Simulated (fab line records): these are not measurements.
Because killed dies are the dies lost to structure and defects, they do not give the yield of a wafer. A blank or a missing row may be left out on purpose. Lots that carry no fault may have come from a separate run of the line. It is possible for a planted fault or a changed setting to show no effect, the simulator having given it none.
A lot that was struck, set against a sound lot + flow sky130 + 16 out of 708 route steps
Sound: these wafers, L765.1, L765.3, L765.4. Struck: wafer L769.4. At the end, the cause is stated.
For every step that has rows: the tool of each side, followed by ch and its chambers, followed by its first start. Under that, the readings that differ: sound wafers + struck wafers + difference of the means + sigmas: that difference in standard deviations of wafers without a fault.
alike: same words and numbers on both sides, and readings whose means sit less than 2 such deviations apart. not compared: any withheld reading, any reading some wafer has no value for, any bound like >300 that may hide the same value, and any number with overlapping values for which the record gives no deviation.
The two part at a step that has a row with sigmas, a row that says differs or no value, or rows on one side only. Numbers that have no deviation but don't overlap get no sigmas and don't part them. A reading that every wafer of one side lacks parts them only if that side has two wafers or more.

first, 1 step without rows for these wafers: SKY_NWELL_IMPLANT_24.
SKY_NWELL_STRIP_25: strips in O2/N2.
  sound on plasma_asher-04 ch 0,1, day 6 12:04; struck on plasma_asher-01 ch 0, day 7 12:54
| reading                     | sound       | struck | difference | sigmas |
|-----------------------------|-------------|--------|------------|--------|
| drypump_motor_current_A (A) | 5.8 5.9 6.3 | 5.1    | -0.9       | -2     |
  alike: oes_product_au, strip_time_to_endpoint_s
  not compared: rf_hours_counter_h
SKY_NWELL_TW_MEAS_26:
  sound: film_metro-03 at day 6 12:10; struck: film_metro-03 at day 7 13:00
  alike: NWELL_2_TW
then, 1 step without rows for these wafers: SKY_NWELL_CLEAN_27 (cleans in SC1/SC2, time 150 s).
SKY_NWELL_RTA_28: time 30 s.
  sound on rtp_anneal-01 ch 0, day 6 12:16; struck on rtp_anneal-02 ch 0, day 7 13:08
  alike: lamp_power_pct, wafer_temp_C_max
SKY_NWELL_RS_MEAS_29: measurement is done with a four-point probe.
  sound: film_metro-01 at day 6 12:22; struck: film_metro-02 at day 7 13:14
| reading           | sound             | struck | difference | sigmas |
|-------------------|-------------------|--------|------------|--------|
| NWELL_RS (ohm/sq) | 622.8 623.7 621.9 | 627.1  | +4.3       | +3     |
SKY_NWELL_RS_MEAS_31: measurement is done with a four-point probe.
  sound: film_metro-01 at day 6 12:37; struck: film_metro-02 at day 7 13:29
  alike: PWDE_RS
then, 4 steps without rows for these wafers: SKY_VT_ADJUST_HVTP_DEHYDRATE_00 (time 60 s); SKY_VT_ADJUST_HVTP_HMDS_01 (prime time 60 s); SKY_VT_ADJUST_HVTP_COAT_02 (resist thk 1140 nm); SKY_VT_ADJUST_HVTP_SOFTBAKE_03 (time 60 s).
SKY_VT_ADJUST_HVTP_EXPOSE_04: exposes mask HVTPM, target cd 380 nm.
  sound on iline_stepper-02 ch 0, day 6 22:34; struck on iline_stepper-02 ch 0, day 7 23:25
  alike: mask
then, 2 steps without rows for these wafers: SKY_VT_ADJUST_HVTP_PEB_05; SKY_VT_ADJUST_HVTP_DEVELOP_06 (develop time 60 s).
SKY_VT_ADJUST_HVTP_CD_MEAS_07: target cd 380 nm.
  sound: cd_sem-01 at day 7 07:16; struck: cd_sem-01 at day 8 09:11
| reading    | sound             | struck | difference | sigmas |
|------------|-------------------|--------|------------|--------|
| cd_nm (nm) | 382.6 382.1 382.6 | 368.9  | -13.5      | -5     |
SKY_VT_ADJUST_HVTP_OVL_MEAS_08:
  sound: overlay-01 at day 7 07:23; struck: overlay-02 at day 8 09:15
  alike: VT_ADJUST_HVTP_OVL

## WHERE THEY PART
First at SKY_NWELL_STRIP_25; last, within this record, at SKY_VT_ADJUST_HVTP_CD_MEAS_07. Later steps at which nothing parts them and some readings are alike: SKY_VT_ADJUST_HVTP_OVL_MEAS_08.

WHY: what the simulator had put in
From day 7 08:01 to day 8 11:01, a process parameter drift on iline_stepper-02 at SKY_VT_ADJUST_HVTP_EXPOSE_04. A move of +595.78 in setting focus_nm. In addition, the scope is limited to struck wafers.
